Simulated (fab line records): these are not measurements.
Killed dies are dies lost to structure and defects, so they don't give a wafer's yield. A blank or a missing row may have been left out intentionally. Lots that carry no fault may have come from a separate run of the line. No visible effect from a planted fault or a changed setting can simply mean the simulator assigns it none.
fab line records -- flow sky130
[record] lots = 13, wafers = 39, last_day = 50
route steps=708 shown FIELD_ISO@5 NWELL@81 PAD_OPEN@708
lots untouched by any fault: they come from a run of this same line in which no faults occurred
start_h: start of the lot's first displayed wafer, in hours after the record's first day -- wait_h: how many hours have passed since the lot's step before this one -- " identical to the entry in the row above -- L1.1+2: several wafers, shown together as one row -- - no value, or no start given -- * or withheld: withheld -- < > ~ a bound
route shown NAME@n: NAME is a module with steps in the file, n the number in the route of the first one -- usual: the fault-free wafers' mean and standard deviation -- same: alike in all rows -- chamber/n: place in a boat -- sites: readings site by site -- _std_site: the standard deviation of these -- _edge_site: inner sites' mean taken away from outer sites' mean -- radius_mm: how far each site lies from the wafer's centre -- mask NAME#n: copy n -- behind: the tool/chamber that last shaped the wafer -- hold: why the lot went on hold/how many hours it stayed there/how the hold came to an end -- device: which transistor (n, p or np) failed to switch -- end of line: the tests these same wafers got at the end of their route -- for a step that has no rows: nothing shown but its recipe -- killed: dies lost to structure and defects at the first sort, not the wafer's yield -- map: shows each die of a wafer: x if killed, . if not, _ if none is there
set.NAME: the run value of the setting; set.NAME@STEP: its run value at that earlier step -- model.NAME: the simulator's own value behind a step, which no gauge read
steps of the route over a sample of lots; a table a step, a row a wafer
services: from which hour (start_h, from the record's first day; less than 0 if before it) a tool's chamber was out of use, for how many hours, and why
[[steps]]
[step SKY_FIELD_ISO_THK_MEAS_04]
[recipe] reads = Si3N4_of_FIELD_ISO_CVD_03
[usual] FIELD_ISO_CVD_03_THK = 165.9/1.5
lot.wafer,tool,chamber,start_h,wait_h,FIELD_ISO_CVD_03_THK[nm]
L131.2,film_metro-04,-,14.97,0.0,167.9
L131.5,film_metro-04,-,14.97,0.0,168.8
L131.6,film_metro-04,-,14.97,0.0,167.8
L132.3,film_metro-03,-,21.42,0.0,166.1
L132.5,film_metro-03,-,21.42,0.0,167.7
L132.6,film_metro-03,-,21.42,0.0,165.8
L133.2,film_metro-01,-,24.55,0.0,165.6
L133.3,film_metro-01,-,24.55,0.0,166.3
L133.5,film_metro-01,-,24.55,0.0,166.3
L134.2,film_metro-03,-,31.16,0.0,167.2
L134.3,film_metro-03,-,31.16,0.0,167.0
L134.4,film_metro-03,-,31.16,0.0,165.2
L136.1,film_metro-01,-,40.43,0.0,168.1
L136.3,film_metro-01,-,40.43,0.0,167.5
L136.6,film_metro-01,-,40.43,0.0,168.5
L138.1,film_metro-01,-,50.81,0.0,166.8
L138.2,film_metro-01,-,50.81,0.0,165.0
L138.5,film_metro-01,-,50.81,0.0,166.1
L145.1,film_metro-03,-,83.66,0.0,164.5
L145.3,film_metro-03,-,83.66,0.0,164.9
L145.4,film_metro-03,-,83.66,0.0,164.4
L146.2,film_metro-03,-,88.49,0.0,165.8
L146.3,film_metro-03,-,88.49,0.0,165.5
L146.4,film_metro-03,-,88.49,0.0,165.8
L147.1,film_metro-04,-,94.94,0.0,166.4
L147.4,film_metro-04,-,94.94,0.0,165.4
L147.6,film_metro-04,-,94.94,0.0,165.4
L149.1,film_metro-01,-,104.02,0.0,165.5
L149.3,film_metro-01,-,104.02,0.0,166.3
L149.5,film_metro-01,-,104.02,0.0,166.2
L150.3,film_metro-03,-,110.87,0.0,163.5
L150.4,film_metro-03,-,110.87,0.0,164.7
L150.6,film_metro-03,-,110.87,0.0,165.9
L153.1,film_metro-01,-,124.46,0.0,163.7
L153.2,film_metro-01,-,124.46,0.0,164.2
L153.5,film_metro-01,-,124.46,0.0,163.1
L154.3,film_metro-03,-,128.75,0.0,163.7
L154.5,film_metro-03,-,128.75,0.0,164.8
L154.6,film_metro-03,-,128.75,0.0,164.4
[step SKY_FIELD_ISO_CVD_24]
[recipe] material = SiO2, target_thk_nm = 595, temp_c = 650, sigma_open_frac = 0.3, time_s = 99.2, sih4_flow_sccm = 60, pressure_mtorr = 6
lot.wafer,tool,chamber,start_h,wait_h
L131.2+5+6,hdpcvd-01,"1,2,0",30.32,0.0
L132.3+5+6,hdpcvd-02,"0,2,1",43.09,0.0
L133.2+3+5,hdpcvd-01,"1,2,2",43.15,0.0
L134.2+3+4,hdpcvd-01,"1,2,1",50.20,0.0
L136.1+3+6,hdpcvd-02,"2,0,0",58.43,0.1
L138.1+2+5,hdpcvd-01,"1,2,2",68.57,0.1
L145.1+3+4,hdpcvd-02,"0,2,1",106.30,0.1
L146.2+3+4,hdpcvd-02,"1,0,1",111.63,0.0
L147.1+4+6,hdpcvd-01,"1,2,2",115.71,0.1
L149.1+3+5,hdpcvd-01,2,123.84,0.1
L150.3+4+6,hdpcvd-01,"2,0,1",131.04,0.0
L153.1+2+5,hdpcvd-01,"0,1,0",146.35,0.1
L154.3+5+6,hdpcvd-01,"1,1,2",150.28,0.0
[step SKY_FIELD_ISO_THK_MEAS_25]
[recipe] reads = SiO2_of_FIELD_ISO_CVD_24
[usual] FIELD_ISO_CVD_24_THK = 597/5.6
lot.wafer,tool,chamber,start_h,wait_h,hold,FIELD_ISO_CVD_24_THK[nm]
L131.2,film_metro-01,-,30.40,0.0,-,598
L131.5,film_metro-01,-,30.40,0.0,-,598
L131.6,film_metro-01,-,30.40,0.0,-,599
L132.3,film_metro-03,-,43.18,0.1,-,593
L132.5,film_metro-03,-,43.18,0.1,-,597
L132.6,film_metro-03,-,43.18,0.1,-,607
L133.2,film_metro-01,-,43.23,0.0,-,594
L133.3,film_metro-01,-,43.23,0.0,-,596
L133.5,film_metro-01,-,43.23,0.0,-,601
L134.2,film_metro-04,-,50.28,0.0,-,603
L134.3,film_metro-04,-,50.28,0.0,-,603
L134.4,film_metro-04,-,50.28,0.0,-,605
L136.1,film_metro-03,-,58.50,0.0,-,606
L136.3,film_metro-03,-,58.50,0.0,-,602
L136.6,film_metro-03,-,58.50,0.0,-,600
L138.1,film_metro-03,-,68.64,0.0,-,589
L138.2,film_metro-03,-,68.64,0.0,-,594
L138.5,film_metro-03,-,68.64,0.0,-,586
L145.1,film_metro-03,-,106.37,0.0,await_dispo/0.2h/release,1044
L145.3,film_metro-03,-,106.37,0.0,await_dispo/0.2h/release,1041
L145.4,film_metro-03,-,106.37,0.0,await_dispo/0.2h/release,1039
L145.1,film_metro-03,-,106.60,0.2,-,1044
L145.3,film_metro-03,-,106.60,0.2,-,1043
L145.4,film_metro-03,-,106.60,0.2,-,1039
L146.2,film_metro-04,-,111.71,0.0,await_dispo/0.2h/release,1038
L146.3,film_metro-04,-,111.71,0.0,await_dispo/0.2h/release,1032
L146.4,film_metro-04,-,111.71,0.0,await_dispo/0.2h/release,1034
L146.2,film_metro-04,-,111.94,0.2,-,1039
L146.3,film_metro-04,-,111.94,0.2,-,1032
L146.4,film_metro-04,-,111.94,0.2,-,1033
L147.1,film_metro-04,-,115.82,0.1,-,592
L147.4,film_metro-04,-,115.82,0.1,-,588
L147.6,film_metro-04,-,115.82,0.1,-,596
L149.1,film_metro-04,-,123.95,0.1,-,598
L149.3,film_metro-04,-,123.95,0.1,-,597
L149.5,film_metro-04,-,123.95,0.1,-,588
L150.3,film_metro-03,-,131.13,0.1,-,603
L150.4,film_metro-03,-,131.13,0.1,-,602
L150.6,film_metro-03,-,131.13,0.1,-,600
L153.1,film_metro-01,-,146.43,0.0,-,600
L153.2,film_metro-01,-,146.43,0.0,-,595
L153.5,film_metro-01,-,146.43,0.0,-,609
L154.3,film_metro-04,-,150.37,0.1,-,593
L154.5,film_metro-04,-,150.37,0.1,-,591
L154.6,film_metro-04,-,150.37,0.1,-,593
[step SKY_FIELD_ISO_CMP_27]
[recipe] stop_on = Si3N4, t_overpolish_s = 16, down_force_psi = 4, platen_rpm = 60, target_thk_nm = 457.8, pad_velocity_m_s = 0.94248
[usual] edge_zone_pressure_frac = 1.000/0.0043, motor_current_A = 13.7/1.1, overpolish_run_s = 15.999/0.009, time_to_endpoint_s = 114/3.9
lot.wafer,tool,chamber,start_h,wait_h,edge_zone_pressure_frac,motor_current_A,overpolish_run_s,time_to_endpoint_s
L131.2,cmp-02,2,34.82,0.1,1.008,14.6,16.008,119
L131.5,cmp-02,3,34.82,0.1,0.998,14.2,16.003,119
L131.6,cmp-02,0,34.82,0.1,0.999,14.6,16.007,126
L133.3,cmp-02,3,46.16,0.0,1.004,14.2,16.003,119
L133.2,cmp-02,0,46.16,0.0,1.002,13.9,15.997,119
L133.5,cmp-02,3,46.16,0.0,1.001,13.9,16.000,120
L132.3,cmp-01,3,46.26,0.1,1.002,11.3,16.007,107
L132.6,cmp-01,1,46.26,0.1,1.001,12.3,15.999,111
L132.5,cmp-01,2,46.26,0.1,0.997,13.9,15.986,110
L134.4,cmp-01,3,52.89,0.0,0.998,11.0,15.998,121
L134.2,cmp-01,0,52.89,0.0,0.999,12.1,15.993,113
L134.3,cmp-01,1,52.89,0.0,1.006,11.5,16.008,116
L136.1,cmp-01,2,60.11,0.1,0.993,14.4,16.001,117
L136.3,cmp-01,3,60.11,0.1,1.002,11.4,15.999,111
L136.6,cmp-01,1,60.11,0.1,1.000,12.8,15.990,113
L138.1,cmp-02,1,70.20,0.0,1.001,13.1,15.989,118
L138.2,cmp-02,2,70.20,0.0,0.995,14.5,16.005,116
L138.5,cmp-02,1,70.20,0.0,0.989,13.9,15.996,114
L147.1,cmp-01,3,120.07,0.0,1.004,10.8,16.009,108
L147.4,cmp-01,1,120.07,0.0,0.995,12.6,15.986,110
L147.6,cmp-01,3,120.07,0.0,1.001,12.0,16.009,108
L149.1,cmp-01,2,125.56,0.1,0.997,14.4,15.995,112
L149.3,cmp-01,3,125.56,0.1,0.996,11.6,16.012,109
L149.5,cmp-01,1,125.56,0.1,1.004,11.1,16.009,112
L150.3,cmp-01,0,135.24,0.0,0.996,12.7,16.002,116
L150.4,cmp-01,2,135.24,0.0,1.002,13.8,16.014,115
L150.6,cmp-01,0,135.24,0.0,1.004,12.2,15.995,119
L153.2,cmp-02,3,149.10,0.1,1.000,13.8,15.979,112
L153.1,cmp-02,0,149.10,0.1,1.002,14.1,16.007,113
L153.5,cmp-02,2,149.10,0.1,0.998,13.7,16.008,113
L154.3,cmp-02,3,153.38,0.3,0.994,14.5,15.994,112
L154.6,cmp-02,2,153.38,0.3,0.998,14.8,15.992,111
L154.5,cmp-02,3,153.38,0.3,1.007,14.9,15.991,110
[step SKY_NWELL_RTA_28]
[recipe] temp_c = 1050, time_s = 30, idle_temp_c = 650, ramp_up_c_per_s = 150, ramp_down_c_per_s = 90, ambient = N2
[usual] lamp_power_pct = 25.30/0.053, ramp_up_c_per_s = 150.00/0.03, wafer_temp_C_max = 1054.9/0.96
lot.wafer,tool,chamber,start_h,wait_h,lamp_power_pct,ramp_up_c_per_s,wafer_temp_C_max
L131.2,rtp_anneal-02,0,105.76,0.0,25.22,150.01,1056.1
L131.5,rtp_anneal-02,0,105.76,0.0,25.36,149.99,1055.4
L131.6,rtp_anneal-02,0,105.76,0.0,25.31,150.00,1055.1
L132.3,rtp_anneal-01,0,117.22,0.0,25.26,150.05,1053.5
L132.5,rtp_anneal-01,0,117.22,0.0,25.35,150.03,1054.9
L132.6,rtp_anneal-01,0,117.22,0.0,25.25,149.96,1054.8
L133.2,rtp_anneal-02,0,117.82,0.0,25.35,149.99,1053.9
L133.3,rtp_anneal-02,0,117.82,0.0,25.34,150.00,1054.7
L133.5,rtp_anneal-02,0,117.82,0.0,25.25,150.00,1055.6
L134.2,rtp_anneal-01,0,124.39,0.0,25.35,149.98,1054.7
L134.3,rtp_anneal-01,0,124.39,0.0,25.31,149.98,1054.3
L134.4,rtp_anneal-01,0,124.39,0.0,25.40,149.97,1054.9
L136.1,rtp_anneal-02,0,132.57,0.0,25.25,149.98,1054.6
L136.3,rtp_anneal-02,0,132.57,0.0,25.21,149.98,1057.6
L136.6,rtp_anneal-02,0,132.57,0.0,25.35,150.00,1055.0
L138.1,rtp_anneal-01,0,144.44,0.0,25.32,149.97,1054.4
L138.2,rtp_anneal-01,0,144.44,0.0,25.36,149.99,1053.7
L138.5,rtp_anneal-01,0,144.44,0.0,25.32,150.00,1056.8
L147.1,rtp_anneal-01,0,204.84,0.0,25.29,150.00,1053.8
L147.4,rtp_anneal-01,0,204.84,0.0,25.25,149.96,1055.5
L147.6,rtp_anneal-01,0,204.84,0.0,25.31,149.99,1053.8
L149.1,rtp_anneal-01,0,212.35,0.0,25.31,150.01,1056.2
L149.3,rtp_anneal-01,0,212.35,0.0,25.28,150.03,1055.3
L149.5,rtp_anneal-01,0,212.35,0.0,25.22,150.04,1054.1
L150.3,rtp_anneal-01,0,221.85,0.0,25.32,149.98,1053.8
L150.4,rtp_anneal-01,0,221.85,0.0,25.23,149.99,1054.2
L150.6,rtp_anneal-01,0,221.85,0.0,25.36,149.98,1055.1
L153.1,rtp_anneal-02,0,236.75,0.0,25.28,149.93,1056.4
L153.2,rtp_anneal-02,0,236.75,0.0,25.24,149.97,1054.5
L153.5,rtp_anneal-02,0,236.75,0.0,25.33,150.03,1055.2
L154.3,rtp_anneal-02,0,242.28,0.0,25.35,150.05,1057.0
L154.5,rtp_anneal-02,0,242.28,0.0,25.24,150.01,1053.4
L154.6,rtp_anneal-02,0,242.28,0.0,25.22,150.00,1055.1
[step SKY_PAD_OPEN_PROBE_99]
[usual] defect_limited_yield = 82.5/1.9, killed_at_M0_to_M3 = 43/7.6, killed_at_M4_up = 2.9/1.7, killed_at_contacts = 24/5.5, killed_at_front_end = 15/4.2, killed_at_other = 0.3/0.52, killed_dies = 86/9.4, killed_open = 47/7, killed_short = 39/6.4, sort_bin_3_pad_short = 0.9/0.4, sort_bin_5_function = 10.3/1.6, sort_bin_6_memory = 6.2/1.1, sort_n_pass = 406/9.4, sort_yield_pct = 82.5/1.9
[same] gross_dies = 492, killed_at_back_side = 0, sort_bin_4_leakage[%] = 0, sort_bin_8_speed[%] = 0
lot.wafer,tool,chamber,start_h,wait_h,defect_limited_yield[%],killed_at_M0_to_M3,killed_at_M4_up,killed_at_contacts,killed_at_front_end,killed_at_other,killed_dies,killed_open,killed_short,sort_bin_3_pad_short[%],sort_bin_5_function[%],sort_bin_6_memory[%],sort_n_pass,sort_yield_pct[%]
L131.2,prober-01,-,1076.32,0.1,79.1,60,2,33,8,0,103,65,37,1.0,13.0,6.9,389,79.1
L131.5,prober-01,-,1076.47,0.2,81.5,38,3,28,22,0,91,50,41,1.6,10.0,6.9,401,81.5
L131.6,prober-01,-,1076.52,0.2,82.5,52,3,20,9,2,86,48,37,1.4,8.3,7.7,406,82.5
L132.3,prober-02,-,1089.33,0.2,80.5,47,3,28,18,0,96,51,44,1.0,10.6,7.9,396,80.5
L132.5,prober-02,-,1089.43,0.2,81.5,55,2,19,14,1,91,48,42,0.4,12.8,5.3,401,81.5
L132.6,prober-02,-,1089.48,0.2,86.0,34,1,22,11,1,69,44,24,0.6,8.5,4.9,423,86.0
L133.2,prober-01,-,1091.28,0.1,83.5,45,1,26,9,0,81,52,29,0.6,11.2,4.7,411,83.5
L133.3,prober-01,-,1091.33,0.2,81.3,46,5,26,14,1,92,55,37,0.8,13.2,4.7,400,81.3
L133.5,prober-01,-,1091.43,0.2,80.7,48,2,26,18,1,95,41,54,1.0,11.0,7.3,397,80.7
L134.2,prober-02,-,1098.00,0.1,84.1,37,2,24,15,0,78,44,34,1.0,8.5,6.3,414,84.1
L134.3,prober-02,-,1098.05,0.2,82.3,55,5,13,14,0,87,44,42,1.6,10.8,5.3,405,82.3
L134.4,prober-02,-,1098.10,0.2,80.3,37,1,43,16,0,97,57,40,0.8,12.0,6.9,395,80.3
L136.1,prober-01,-,1108.65,0.1,80.9,54,2,22,16,0,94,51,43,1.4,11.4,6.3,398,80.9
L136.3,prober-01,-,1108.75,0.2,81.7,43,3,23,21,0,90,56,34,1.4,12.2,4.7,402,81.7
L136.6,prober-01,-,1108.90,0.2,81.1,43,6,24,20,0,93,45,48,1.0,12.4,5.5,399,81.1
L138.1,prober-01,-,1120.98,0.1,82.5,53,1,15,16,1,86,41,44,0.8,9.8,6.9,406,82.5
L138.2,prober-01,-,1121.03,0.1,84.8,37,3,14,20,1,75,29,45,1.2,8.5,5.5,417,84.8
L138.5,prober-01,-,1121.18,0.2,82.1,48,2,27,10,1,88,52,35,0.4,10.6,6.9,404,82.1
L147.1,prober-02,-,1173.18,0.1,81.9,43,4,28,14,0,89,41,48,1.6,9.3,7.1,403,81.9
L147.4,prober-02,-,1173.33,0.2,80.9,56,4,19,15,0,94,43,51,1.2,12.8,5.1,398,80.9
L147.6,prober-02,-,1173.43,0.2,82.3,24,4,38,21,0,87,49,38,0.4,11.8,5.5,405,82.3
L149.1,prober-02,-,1179.78,0.1,80.5,58,3,16,19,0,96,62,34,0.8,11.6,7.1,396,80.5
L149.3,prober-02,-,1179.88,0.2,82.3,40,1,30,15,1,87,49,38,0.4,8.1,9.1,405,82.3
L149.5,prober-02,-,1179.98,0.2,80.5,51,4,26,14,1,96,48,47,1.0,12.6,5.9,396,80.5
L150.3,prober-01,-,1185.45,0.2,79.7,45,1,31,22,1,100,59,41,1.8,9.8,8.7,392,79.7
L150.4,prober-01,-,1185.50,0.2,83.7,37,3,33,7,0,80,44,36,1.2,10.2,4.9,412,83.7
L150.6,prober-01,-,1185.60,0.2,81.5,42,4,26,19,0,91,49,40,0.8,11.8,5.9,401,81.5
L153.1,prober-02,-,1195.88,0.1,85.8,30,3,27,10,0,70,39,31,1.0,7.1,6.1,422,85.8
L153.2,prober-02,-,1195.93,0.1,85.2,33,5,26,9,0,73,41,32,2.0,7.3,5.5,419,85.2
L153.5,prober-02,-,1196.08,0.2,85.4,39,0,17,16,0,72,43,29,1.0,7.7,5.9,420,85.4
L154.3,prober-01,-,1198.93,0.2,81.9,43,3,26,17,0,89,51,37,1.4,10.4,6.3,403,81.9
L154.5,prober-01,-,1199.03,0.2,83.7,41,5,18,16,0,80,44,35,0,10.0,6.3,412,83.7
L154.6,prober-01,-,1199.08,0.2,82.3,47,1,26,13,0,87,40,47,0.6,10.8,6.3,405,82.3
// killed by level:class
L131.2 CONTACT:geometric_particle:open=14 VIA1:geometric_particle:open=14 LI_CONTACT:geometric_particle:open=11 VIA2:geometric_particle:open=10 VIA1:geometric_particle:short=10 METAL1:geometric_particle:short=9 VIA3:geometric_particle:open=7 POLY_GATE:geometric_particle:open=4
L131.5 LI_CONTACT:geometric_particle:open=11 CONTACT:geometric_particle:open=11 POLY_GATE:geometric_particle:short=10 VIA2:geometric_particle:open=9 POLY_GATE:geometric_particle:open=6 VIA3:geometric_particle:open=6 FIELD_ISO:geometric_particle:short=5 METAL1:geometric_particle:short=5
L131.6 VIA1:geometric_particle:open=11 CONTACT:geometric_particle:open=10 VIA3:geometric_particle:open=9 METAL2:geometric_particle:short=8 VIA2:geometric_particle:open=6 FIELD_ISO:geometric_particle:short=5 CONTACT:geometric_particle:short=4 METAL1:geometric_particle:short=4
L132.3 VIA1:geometric_particle:open=14 CONTACT:geometric_particle:open=11 METAL2:geometric_particle:short=9 POLY_GATE:geometric_particle:short=7 CONTACT:geometric_particle:short=6 POLY_GATE:geometric_particle:open=5 LI_CONTACT:geometric_particle:open=4 VIA2:geometric_particle:open=4
L132.5 METAL1:geometric_particle:short=10 VIA3:geometric_particle:open=10 VIA2:geometric_particle:open=9 CONTACT:geometric_particle:open=7 VIA1:geometric_particle:short=7 POLY_GATE:geometric_particle:open=5 LI_CONTACT:geometric_particle:open=5 VIA1:geometric_particle:open=4
L132.6 VIA1:geometric_particle:open=12 CONTACT:geometric_particle:open=9 LI_CONTACT:geometric_particle:open=6 FIELD_ISO:geometric_particle:open=4 CONTACT:geometric_particle:short=4 VIA2:geometric_particle:open=4 VIA3:geometric_particle:open=4 VIA1:geometric_particle:short=3
L133.2 VIA1:geometric_particle:open=13 CONTACT:geometric_particle:open=10 LI_CONTACT:geometric_particle:open=9 VIA2:geometric_particle:open=9 METAL1:geometric_particle:short=6 VIA1:geometric_particle:short=6 LOCAL_INTERCONNECT:geometric_particle:short=4 FIELD_ISO:geometric_particle:open=3
L133.3 CONTACT:geometric_particle:open=10 LI_CONTACT:geometric_particle:open=10 VIA1:geometric_particle:open=10 VIA2:geometric_particle:open=9 FIELD_ISO:geometric_particle:short=5 METAL2:geometric_particle:short=5 VIA2:geometric_particle:short=4 METAL1:geometric_particle:short=4
L133.5 CONTACT:geometric_particle:open=11 VIA1:geometric_particle:short=10 VIA1:geometric_particle:open=9 METAL1:geometric_particle:short=7 LI_CONTACT:geometric_particle:open=6 CONTACT:geometric_particle:short=5 FIELD_ISO:geometric_particle:short=4 POLY_GATE:geometric_particle:short=4
L134.2 CONTACT:geometric_particle:open=10 VIA1:geometric_particle:open=9 LI_CONTACT:geometric_particle:open=6 POLY_GATE:geometric_particle:open=5 LOCAL_INTERCONNECT:geometric_particle:short=5 METAL1:geometric_particle:short=5 METAL2:geometric_particle:short=5 FIELD_ISO:geometric_particle:open=3
L134.3 VIA1:geometric_particle:open=15 VIA3:geometric_particle:open=9 VIA1:geometric_particle:short=7 POLY_GATE:geometric_particle:short=5 CONTACT:geometric_particle:open=5 METAL2:geometric_particle:short=5 VIA2:geometric_particle:open=5 FIELD_ISO:geometric_particle:open=4
L134.4 CONTACT:geometric_particle:open=18 LOCAL_INTERCONNECT:geometric_particle:short=12 VIA1:geometric_particle:open=10 POLY_GATE:geometric_particle:open=6 LI_CONTACT:geometric_particle:open=6 VIA3:geometric_particle:open=5 VIA2:geometric_particle:open=5 METAL3:geometric_particle:short=4
L136.1 VIA1:geometric_particle:open=13 VIA2:geometric_particle:open=7 LI_CONTACT:geometric_particle:open=6 CONTACT:geometric_particle:open=6 METAL1:geometric_particle:short=6 VIA1:geometric_particle:short=5 VIA3:geometric_particle:open=5 POLY_GATE:geometric_particle:open=4
L136.3 VIA2:geometric_particle:open=10 CONTACT:geometric_particle:open=8 VIA1:geometric_particle:open=8 POLY_GATE:geometric_particle:open=7 LI_CONTACT:geometric_particle:open=7 FIELD_ISO:geometric_particle:short=6 VIA3:geometric_particle:open=6 FIELD_ISO:geometric_particle:open=4
L136.6 CONTACT:geometric_particle:short=8 CONTACT:geometric_particle:open=8 VIA3:geometric_particle:open=8 POLY_GATE:geometric_particle:open=7 METAL3:geometric_particle:short=6 FIELD_ISO:geometric_particle:short=5 VIA2:geometric_particle:open=5 VIA1:geometric_particle:open=5
L138.1 METAL2:geometric_particle:short=9 METAL1:geometric_particle:short=7 CONTACT:geometric_particle:open=6 VIA1:geometric_particle:open=6 VIA2:geometric_particle:open=6 VIA2:geometric_particle:short=6 FIELD_ISO:geometric_particle:open=5 POLY_GATE:geometric_particle:open=5
L138.2 VIA1:geometric_particle:open=9 FIELD_ISO:geometric_particle:short=7 VIA1:geometric_particle:short=7 LOCAL_INTERCONNECT:geometric_particle:short=6 FIELD_ISO:geometric_particle:open=4 POLY_GATE:geometric_particle:short=4 METAL1:geometric_particle:short=4 VIA3:geometric_particle:short=3
L138.5 VIA1:geometric_particle:open=19 CONTACT:geometric_particle:open=7 LI_CONTACT:geometric_particle:open=6 LI_CONTACT:geometric_particle:short=5 VIA2:geometric_particle:open=5 LOCAL_INTERCONNECT:geometric_particle:short=5 METAL1:geometric_particle:short=5 VIA3:geometric_particle:open=5
L147.1 CONTACT:geometric_particle:open=9 METAL1:geometric_particle:short=8 METAL2:geometric_particle:short=8 LI_CONTACT:geometric_particle:open=7 VIA1:geometric_particle:open=7 VIA2:geometric_particle:open=6 VIA2:geometric_particle:short=5 FIELD_ISO:geometric_particle:short=4
L147.4 METAL1:geometric_particle:short=9 METAL2:geometric_particle:short=9 VIA1:geometric_particle:open=8 VIA2:geometric_particle:open=8 CONTACT:geometric_particle:open=6 VIA1:geometric_particle:short=6 CONTACT:geometric_particle:short=5 VIA3:geometric_particle:open=5
L147.6 CONTACT:geometric_particle:open=13 LI_CONTACT:geometric_particle:open=10 LI_CONTACT:geometric_particle:short=8 FIELD_ISO:geometric_particle:open=6 FIELD_ISO:geometric_particle:short=5 POLY_GATE:geometric_particle:open=4 VIA1:geometric_particle:open=4 CONTACT:geometric_particle:short=4
L149.1 VIA1:geometric_particle:open=16 VIA2:geometric_particle:open=11 FIELD_ISO:geometric_particle:short=9 CONTACT:geometric_particle:open=9 VIA3:geometric_particle:open=6 FIELD_ISO:geometric_particle:open=5 METAL2:geometric_particle:open=5 METAL2:geometric_particle:short=5
L149.3 CONTACT:geometric_particle:open=12 LI_CONTACT:geometric_particle:open=9 VIA3:geometric_particle:open=7 FIELD_ISO:geometric_particle:open=6 VIA1:geometric_particle:short=6 FIELD_ISO:geometric_particle:short=5 METAL2:geometric_particle:short=5 VIA1:geometric_particle:open=5
L149.5 VIA1:geometric_particle:open=18 CONTACT:geometric_particle:open=11 VIA1:geometric_particle:short=10 CONTACT:geometric_particle:short=7 FIELD_ISO:geometric_particle:short=6 VIA2:geometric_particle:open=6 METAL1:geometric_particle:short=5 FIELD_ISO:geometric_particle:open=4
L150.3 CONTACT:geometric_particle:open=14 VIA1:geometric_particle:open=13 LI_CONTACT:geometric_particle:open=8 POLY_GATE:geometric_particle:open=7 VIA1:geometric_particle:short=7 METAL3:geometric_particle:short=5 METAL1:geometric_particle:short=5 VIA2:geometric_particle:open=5
L150.4 VIA1:geometric_particle:open=9 CONTACT:geometric_particle:open=7 VIA2:geometric_particle:open=7 LI_CONTACT:geometric_particle:open=7 CONTACT:geometric_particle:short=7 LOCAL_INTERCONNECT:geometric_particle:short=5 VIA1:geometric_particle:short=5 LI_CONTACT:geometric_particle:short=4
L150.6 VIA1:geometric_particle:open=17 CONTACT:geometric_particle:open=9 METAL2:geometric_particle:short=7 LI_CONTACT:geometric_particle:open=5 LOCAL_INTERCONNECT:geometric_particle:short=5 VIA1:geometric_particle:short=5 POLY_GATE:geometric_particle:open=4 POLY_GATE:geometric_particle:short=4
L153.1 LI_CONTACT:geometric_particle:open=8 CONTACT:geometric_particle:open=8 VIA1:geometric_particle:open=7 LOCAL_INTERCONNECT:geometric_particle:short=5 CONTACT:geometric_particle:short=5 METAL1:geometric_particle:short=5 FIELD_ISO:geometric_particle:open=4 VIA2:geometric_particle:open=4
L153.2 CONTACT:geometric_particle:open=9 VIA3:geometric_particle:open=8 LOCAL_INTERCONNECT:geometric_particle:short=6 VIA1:geometric_particle:open=5 METAL1:geometric_particle:short=5 VIA2:geometric_particle:open=4 CONTACT:geometric_particle:short=3 LI_CONTACT:geometric_particle:open=3
L153.5 VIA1:geometric_particle:open=8 LI_CONTACT:geometric_particle:open=7 VIA2:geometric_particle:open=6 FIELD_ISO:geometric_particle:short=5 FIELD_ISO:geometric_particle:open=5 METAL1:geometric_particle:short=5 VIA3:geometric_particle:open=5 METAL2:geometric_particle:short=4
L154.3 VIA1:geometric_particle:open=11 CONTACT:geometric_particle:open=9 VIA3:geometric_particle:open=8 METAL1:geometric_particle:short=6 POLY_GATE:geometric_particle:short=5 LI_CONTACT:geometric_particle:open=5 CONTACT:geometric_particle:short=5 VIA2:geometric_particle:open=4
L154.5 VIA1:geometric_particle:open=9 CONTACT:geometric_particle:open=8 METAL1:geometric_particle:short=6 VIA2:geometric_particle:open=6 POLY_GATE:geometric_particle:short=5 LI_CONTACT:geometric_particle:open=5 VIA2:geometric_particle:short=5 METAL2:geometric_particle:short=4
L154.6 VIA1:geometric_particle:open=12 CONTACT:geometric_particle:open=9 FIELD_ISO:geometric_particle:short=7 LOCAL_INTERCONNECT:geometric_particle:short=7 VIA1:geometric_particle:short=7 METAL2:geometric_particle:short=7 VIA3:geometric_particle:open=7 LI_CONTACT:geometric_particle:open=4
[[services]]
tool,chamber,start_h,hours,kind
cmp-02,-,8.10,1.1,repair
hdpcvd-01,-,59.55,2.8,pm
cmp-02,-,64.00,4.0,pm
hdpcvd-02,-,66.83,15.0,pm
hdpcvd-02,0,66.83,15.0,vent_cycle
cmp-02,-,68.00,-,consumable_replace:conditioner
cmp-02,-,68.00,-,consumable_replace:pad
hdpcvd-01,1,89.59,16.0,repair
cmp-01,-,90.54,2.1,repair
hdpcvd-01,0,104.67,23.2,repair
cmp-01,-,143.17,5.9,repair
cmp-01,-,143.65,1.0,repair
hdpcvd-01,-,171.04,0.3,repair
cmp-01,-,174.49,5.3,pm
cmp-01,-,191.03,6.1,repair
cmp-02,-,195.62,2.6,repair
cmp-02,-,213.23,12.8,repair
hdpcvd-02,-,218.95,1.1,repair
cmp-02,-,229.66,0.9,repair
cmp-01,-,233.22,4.0,pm
hdpcvd-02,0,233.81,5.4,repair
cmp-01,-,237.22,-,consumable_replace:conditioner
cmp-01,-,237.22,-,consumable_replace:pad
cmp-02,-,239.18,1.6,repair
[[key]]
[first_sign] step = SKY_FIELD_ISO_THK_MEAS_25, reading = visit, direction = added
[effect] step = SKY_FIELD_ISO_THK_MEAS_25, reading = FIELD_ISO_CVD_24_THK, direction = up, sigmas = 79, usual = 597, struck = 1038
met_at SKY_FIELD_ISO_CVD_24
struck_lots L145,L146
scrapped_behind SKY_FIELD_ISO_THK_MEAS_25 L145.1,L145.3,L145.4,L146.2,L146.3,L146.4
not_acting_at SKY_FIELD_ISO_THK_MEAS_04,SKY_FIELD_ISO_CMP_27,SKY_NWELL_RTA_28
onset_between 58.43 106.30
[fault] kind = process_parameter_drift, tool = hdpcvd-02, chamber = -, onset_h = 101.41, steps = SKY_FIELD_ISO_CVD_24, channel = target_thk_nm, offset = 438.33, shape = step, end_h = 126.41, acts_in = these_recipes_only, stated = 595
